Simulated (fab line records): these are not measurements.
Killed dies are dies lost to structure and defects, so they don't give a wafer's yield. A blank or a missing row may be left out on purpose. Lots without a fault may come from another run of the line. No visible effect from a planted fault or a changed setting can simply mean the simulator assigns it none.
The tool behind it: which one? | flow sky130 | 12 lots, 36 wafers sampled, at 3 steps of a route of 708

## WHAT THE GAUGES READ, wafer by wafer
SKY_VIA4_RS_MEAS_19: measurement is done with a four-point probe.
lot  | measured     | on           | VIA4_W_RS (ohm/sq)
L182 | day 42 10:29 | filmMetro-03 | 0.2283 0.2316 0.2285
L183 | day 42 21:30 | filmMetro-01 | 0.2302 0.2315 0.2281
L185 | day 43 18:40 | filmMetro-03 | 0.2289 0.2288 0.2276
L186 | day 44 00:12 | filmMetro-03 | 0.2285 0.2261 0.2293
L190 | day 45 00:05 | filmMetro-01 | 0.2276 0.2264 0.2277
L191 | day 45 10:28 | filmMetro-01 | 0.2274 0.2316 0.2259
L192 | day 45 14:07 | filmMetro-02 | 0.2286 0.2315 0.2289
L197 | day 47 01:20 | filmMetro-02 | 0.2305 0.2303 0.2308
L198 | day 47 03:53 | filmMetro-03 | 0.2311 0.2326 0.2311
L199 | day 47 05:38 | filmMetro-03 | 0.2270 0.2260 0.2288
L203 | day 48 05:37 | filmMetro-03 | 0.2271 0.2258 0.2271
L204 | day 48 12:28 | filmMetro-03 | 0.2232 0.2257 0.2235

SKY_VIA4_THK_MEAS_20: measures by xrf.
lot  | measured     | on           | VIA4_W_THK (nm)
L182 | day 42 10:36 | filmMetro-03 | 507 504 507
L183 | day 42 21:37 | filmMetro-01 | 502 500 506
L185 | day 43 18:47 | filmMetro-03 | 507 507 513
L186 | day 44 00:19 | filmMetro-03 | 509 511 508
L190 | day 45 00:13 | filmMetro-01 | 507 509 506
L191 | day 45 10:35 | filmMetro-01 | 507 498 508
L192 | day 45 14:13 | filmMetro-02 | 503 494 502
L197 | day 47 01:26 | filmMetro-02 | 509 504 504
L198 | day 47 04:01 | filmMetro-03 | 507 503 508
L199 | day 47 05:46 | filmMetro-03 | 514 521 511
L203 | day 48 05:43 | filmMetro-03 | 512 514 514
L204 | day 48 12:34 | filmMetro-03 | 522 519 520

## WHICH TOOL RAN EACH LOT (tool, then ch and the chambers of the sampled wafers, then the start)
lot  | SKY_METAL4_DESCUM_15
L182 | rieMetal-01 ch 0,1, day 41 08:28
L183 | rieMetal-01 ch 0, day 41 19:07
L185 | rieMetal-03 ch 0,1, day 42 17:17
L186 | rieMetal-01 ch 0,1, day 42 22:34
L190 | rieMetal-04 ch 0,1, day 43 23:01
L191 | rieMetal-01 ch 0,1, day 44 10:22
L192 | rieMetal-03 ch 0, day 44 13:59
L197 | rieMetal-01 ch 0,1, day 46 03:25
L198 | rieMetal-04 ch 0,1, day 46 04:55
L199 | rieMetal-03 ch 0,1, day 46 07:46
L203 | rieMetal-01 ch 0,1, day 47 07:47
L204 | rieMetal-04 ch 0,1, day 47 15:50
- SKY_METAL4_DESCUM_15: chemistry O2, time 8 s.

## WHAT THE TOOLS THEMSELVES READ (means of the sampled wafers that have a number; where no wafer has one, the mark that the record gives instead)
SKY_METAL4_DESCUM_15.
lot  | tool        | drypumpMotorCurrentA (A) | oesProductAu (a.u.)
L182 | rieMetal-01 | 5.4                      | 0.997
L183 | rieMetal-01 | 6.1                      | 1.012
L185 | rieMetal-03 | 5.7                      | 1.014
L186 | rieMetal-01 | 5.4                      | 1.003
L190 | rieMetal-04 | 5.4                      | 1.009
L191 | rieMetal-01 | 5.4                      | 0.999
L192 | rieMetal-03 | 5.6                      | 1.016
L197 | rieMetal-01 | 5.7                      | 0.991
L198 | rieMetal-04 | 5.4                      | 1.006
L199 | rieMetal-03 | 5.7                      | 1.020
L203 | rieMetal-01 | 5.7                      | 0.999
L204 | rieMetal-04 | 5.6                      | 1.005

## THE ANSWER, worked out from the rows above alone
Rule: the lots themselves supply what counts as usual. Put in order of their means at a reading, lots are off if they are a third of the lots or fewer, leave a main group of 4 or more, and stand apart from it by a gap of 3 or more times the standard deviation of the main group's means; of several such gaps the widest counts. Not used: any main group whose means are identical at the precision the tables above print for the reading. A lot without any number at a reading at which 4 lots or more have one is off too. The other lots that the step has rows for count as sound. First the gauges in route order, then the tools' own readings, where a lot's mean is used as printed above. The first step at which some lot is off is used, and at that step the reading that is off furthest; a lot without a number counts as furthest.
Nothing can be told from this: no lot is off at any reading shown.

## WHAT HAD BEEN PUT IN BY THE SIMULATOR
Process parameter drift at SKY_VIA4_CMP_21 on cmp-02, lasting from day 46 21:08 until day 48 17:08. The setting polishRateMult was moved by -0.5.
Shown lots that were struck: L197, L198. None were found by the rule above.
